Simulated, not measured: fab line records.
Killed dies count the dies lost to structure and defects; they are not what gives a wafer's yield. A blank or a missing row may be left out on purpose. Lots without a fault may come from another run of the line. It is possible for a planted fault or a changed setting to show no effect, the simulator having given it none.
The tool behind it: which one? :: flow gf180mcu :: 13 lots with 36 wafers sampled at 5 steps, on a route of 602 steps

## WHAT THE GAUGES SHOWED, per wafer
GF_V2_CD_MEAS_14: the cd target is 260 nm. Usual: cd nm 259.6 nm, standard deviation 1.2.
lot: L772
measured: day 19 23:55
on: cd sem-02
cd nm (nm): 258.7 257.3 257.2
flag: 

lot: L774
measured: day 20 18:00
on: cd sem-02
cd nm (nm): 258.0 257.8 258.2
flag: 

lot: L775
measured: day 21 05:58
on: cd sem-01
cd nm (nm): 261.0 261.3 261.0
flag: 

lot: L776
measured: day 21 10:20
on: cd sem-02
cd nm (nm): 261.2 262.5
flag: 

lot: L777
measured: day 21 20:20
on: cd sem-01
cd nm (nm): 260.7 260.0 259.7
flag: 

lot: L778
measured: day 22 07:59
on: cd sem-01
cd nm (nm): 258.6 258.5 259.9
flag: 

lot: L779
measured: day 23 07:55
on: cd sem-01
cd nm (nm): 261.2 260.3 260.2
flag: 

lot: L780
measured: day 23 09:59
on: cd sem-01
cd nm (nm): 259.7 260.0 259.7
flag: 

lot: L781
measured: day 23 21:34
on: cd sem-01
cd nm (nm): 260.5 261.3 260.4
flag: 

lot: L782
measured: day 24 18:38
on: cd sem-01
cd nm (nm): 260.4 260.0 260.8
flag: 

lot: L783
measured: day 25 05:11
on: cd sem-01
cd nm (nm): 259.2 258.7
flag: 

lot: L788
measured: day 25 21:31
on: cd sem-01
cd nm (nm): 260.4 260.3
flag: 

lot: L793
measured: day 27 09:11
on: cd sem-01
cd nm (nm): 259.4 259.4 259.7
flag: 

GF_V3_THK_MEAS_03. Usual: for V3_CVD_02_THK the level is 851 nm and the standard deviation is 15.
lot: L772
measured: day 21 02:55
on: film metro-04
V3_CVD_02_THK (nm): 843 855 832
flag: 

lot: L774
measured: day 21 21:15
on: film metro-04
V3_CVD_02_THK (nm): 857 843 863
flag: 

lot: L775
measured: day 22 08:00
on: film metro-04
V3_CVD_02_THK (nm): 860 864 863
flag: 

lot: L776
measured: day 22 11:56
on: film metro-01
V3_CVD_02_THK (nm): 866 863
flag: 

lot: L777
measured: day 22 22:21
on: film metro-02
V3_CVD_02_THK (nm): 845 852 859
flag: 

lot: L778
measured: day 23 09:53
on: film metro-04
V3_CVD_02_THK (nm): 832 841 839
flag: 

lot: L779
measured: day 24 09:14
on: film metro-02
V3_CVD_02_THK (nm): 825 835 835
flag: 

lot: L780
measured: day 24 10:28
on: film metro-04
V3_CVD_02_THK (nm): 851 831 866
flag: 

lot: L781
measured: day 24 21:38
on: film metro-01
V3_CVD_02_THK (nm): 844 854 859
flag: 

lot: L782
measured: day 25 18:44
on: film metro-01
V3_CVD_02_THK (nm): 864 851 870
flag: 

lot: L783
measured: day 26 04:13
on: film metro-01
V3_CVD_02_THK (nm): 841 847
flag: 

lot: L788
measured: day 26 21:45
on: film metro-04
V3_CVD_02_THK (nm): 900 836
flag: 

lot: L793
measured: day 28 07:33
on: film metro-02
V3_CVD_02_THK (nm): 865 853 873
flag: 

## WHICH TOOL RAN EACH LOT (tool, then ch and the chambers of the sampled wafers, then the start)
lot: L772
GF_M2_SPUTTER_01: pvd sputter-02, day 17 22:24
GF_M2_SPUTTER_04: pvd sputter-02, day 17 22:29
GF_V3_CVD_02: pecvd-02 ch 0,1,2, day 21 02:51

lot: L774
GF_M2_SPUTTER_01: pvd sputter-01, day 18 15:10
GF_M2_SPUTTER_04: pvd sputter-01, day 18 15:16
GF_V3_CVD_02: pecvd-01 ch 0,1,2, day 21 21:11

lot: L775
GF_M2_SPUTTER_01: pvd sputter-02, day 19 03:58
GF_M2_SPUTTER_04: pvd sputter-02, day 19 04:03
GF_V3_CVD_02: pecvd-01 ch 0,1, day 22 07:56

lot: L776
GF_M2_SPUTTER_01: pvd sputter-03, day 19 08:04
GF_M2_SPUTTER_04: pvd sputter-03, day 19 08:10
GF_V3_CVD_02: pecvd-01 ch 1,2, day 22 11:52

lot: L777
GF_M2_SPUTTER_01: pvd sputter-02, day 19 17:32
GF_M2_SPUTTER_04: pvd sputter-02, day 19 17:37
GF_V3_CVD_02: pecvd-01 ch 0,2, day 22 22:16

lot: L778
GF_M2_SPUTTER_01: pvd sputter-01, day 20 07:30
GF_M2_SPUTTER_04: pvd sputter-01, day 20 07:35
GF_V3_CVD_02: pecvd-03 ch 0,1, day 23 09:47

lot: L779
GF_M2_SPUTTER_01: pvd sputter-01, day 21 08:10
GF_M2_SPUTTER_04: pvd sputter-01, day 21 08:15
GF_V3_CVD_02: pecvd-03 ch 0,2, day 24 09:10

lot: L780
GF_M2_SPUTTER_01: pvd sputter-01, day 21 10:06
GF_M2_SPUTTER_04: pvd sputter-01, day 21 10:11
GF_V3_CVD_02: pecvd-02 ch 0,2, day 24 10:23

lot: L781
GF_M2_SPUTTER_01: pvd sputter-03, day 21 22:41
GF_M2_SPUTTER_04: pvd sputter-03, day 21 22:46
GF_V3_CVD_02: pecvd-01 ch 0,1, day 24 21:34

lot: L782
GF_M2_SPUTTER_01: pvd sputter-01, day 22 20:08
GF_M2_SPUTTER_04: pvd sputter-01, day 22 20:13
GF_V3_CVD_02: pecvd-02 ch 0,2, day 25 18:40

lot: L783
GF_M2_SPUTTER_01: pvd sputter-02, day 23 06:50
GF_M2_SPUTTER_04: pvd sputter-02, day 23 06:55
GF_V3_CVD_02: pecvd-02 ch 1,2, day 26 04:08

lot: L788
GF_M2_SPUTTER_01: pvd sputter-01, day 24 00:38
GF_M2_SPUTTER_04: pvd sputter-01, day 24 00:43
GF_V3_CVD_02: pecvd-02 ch 0,1, day 26 21:40

lot: L793
GF_M2_SPUTTER_01: pvd sputter-03, day 25 13:19
GF_M2_SPUTTER_04: pvd sputter-03, day 25 13:24
GF_V3_CVD_02: pecvd-01 ch 0,1,2, day 28 07:29
- GF_M2_SPUTTER_01: material TiN, target thk 30 nm, time 25 s.
- GF_M2_SPUTTER_04: material TiN, target thk 50 nm, time 41.7 s.
- GF_V3_CVD_02: deposits SiO2 from TEOS, target thk 850 nm, time 94.851 s.

## WHAT THE TOOLS THEMSELVES READ (means of the sampled wafers that have a number; where no wafer has one, the mark that the record gives instead)
GF_M2_SPUTTER_01. Usual: throttle valve pct 29.5 %, standard deviation 1.3.
lot: L772
tool: pvd sputter-02
throttle valve pct (%): 29.5
flag: 

lot: L774
tool: pvd sputter-01
throttle valve pct (%): 28.9
flag: 

lot: L775
tool: pvd sputter-02
throttle valve pct (%): 30.5
flag: 

lot: L776
tool: pvd sputter-03
throttle valve pct (%): 31.1
flag: 

lot: L777
tool: pvd sputter-02
throttle valve pct (%): 30.6
flag: 

lot: L778
tool: pvd sputter-01
throttle valve pct (%): 29.5
flag: 

lot: L779
tool: pvd sputter-01
throttle valve pct (%): 29.0
flag: 

lot: L780
tool: pvd sputter-01
throttle valve pct (%): 29.6
flag: 

lot: L781
tool: pvd sputter-03
throttle valve pct (%): 31.4
flag: 

lot: L782
tool: pvd sputter-01
throttle valve pct (%): 29.7
flag: 

lot: L783
tool: pvd sputter-02
throttle valve pct (%): 28.3
flag: 

lot: L788
tool: pvd sputter-01
throttle valve pct (%): 29.1
flag: 

lot: L793
tool: pvd sputter-03
throttle valve pct (%): 29.5
flag: 

GF_M2_SPUTTER_04. Usual: throttle valve pct 29.5 %, standard deviation 1.3.
lot: L772
tool: pvd sputter-02
throttle valve pct (%): 29.5
flag: 

lot: L774
tool: pvd sputter-01
throttle valve pct (%): 28.9
flag: 

lot: L775
tool: pvd sputter-02
throttle valve pct (%): 30.5
flag: 

lot: L776
tool: pvd sputter-03
throttle valve pct (%): 31.0
flag: 

lot: L777
tool: pvd sputter-02
throttle valve pct (%): 30.5
flag: 

lot: L778
tool: pvd sputter-01
throttle valve pct (%): 29.4
flag: 

lot: L779
tool: pvd sputter-01
throttle valve pct (%): 28.9
flag: 

lot: L780
tool: pvd sputter-01
throttle valve pct (%): 29.6
flag: 

lot: L781
tool: pvd sputter-03
throttle valve pct (%): 31.5
flag: 

lot: L782
tool: pvd sputter-01
throttle valve pct (%): 29.3
flag: 

lot: L783
tool: pvd sputter-02
throttle valve pct (%): 28.2
flag: 

lot: L788
tool: pvd sputter-01
throttle valve pct (%): 29.1
flag: 

lot: L793
tool: pvd sputter-03
throttle valve pct (%): 29.5
flag: 

GF_V3_CVD_02. Usual: heater power w 684 W, standard deviation 90; rf fwd power W 596.3 W, standard deviation 2.3.
lot: L772
tool: pecvd-02
heater power w (W): 603
rf fwd power W (W): 597.7
flag: 

lot: L774
tool: pecvd-01
heater power w (W): 691
rf fwd power W (W): 596.3
flag: 

lot: L775
tool: pecvd-01
heater power w (W): 678
rf fwd power W (W): 593.9
flag: 

lot: L776
tool: pecvd-01
heater power w (W): 743
rf fwd power W (W): 595.2
flag: 

lot: L777
tool: pecvd-01
heater power w (W): 689
rf fwd power W (W): 596.2
flag: 

lot: L778
tool: pecvd-03
heater power w (W): 686
rf fwd power W (W): 595.1
flag: 

lot: L779
tool: pecvd-03
heater power w (W): 824
rf fwd power W (W): 595.2
flag: 

lot: L780
tool: pecvd-02
heater power w (W): 640
rf fwd power W (W): 598.2
flag: 

lot: L781
tool: pecvd-01
heater power w (W): 699
rf fwd power W (W): 596.1
flag: 

lot: L782
tool: pecvd-02
heater power w (W): 567
rf fwd power W (W): 597.4
flag: 

lot: L783
tool: pecvd-02
heater power w (W): 710
rf fwd power W (W): 598.5
flag: 

lot: L788
tool: pecvd-02
heater power w (W): 694
rf fwd power W (W): 597.5
flag: 

lot: L793
tool: pecvd-01
heater power w (W): 659
rf fwd power W (W): 593.7
flag: 

## THE ANSWER, worked out from the rows above alone
Rule: a lot is off if the mean of its wafers that have a number lies more than 3 standard deviations from the usual mean. Also off: a lot with no number at a reading for which 4 or more lots have one. The other lots that the step has rows for count as sound. After the gauges, taken in route order, come the tools' own readings; for these a lot's mean is taken, as printed above. At the first step where some lot is off, the reading lying furthest off is the one used; lots without a number count as furthest.
No lot is off on any of the readings shown, so nothing can be concluded from this.

## WHAT HAD BEEN PUT IN BY THE SIMULATOR
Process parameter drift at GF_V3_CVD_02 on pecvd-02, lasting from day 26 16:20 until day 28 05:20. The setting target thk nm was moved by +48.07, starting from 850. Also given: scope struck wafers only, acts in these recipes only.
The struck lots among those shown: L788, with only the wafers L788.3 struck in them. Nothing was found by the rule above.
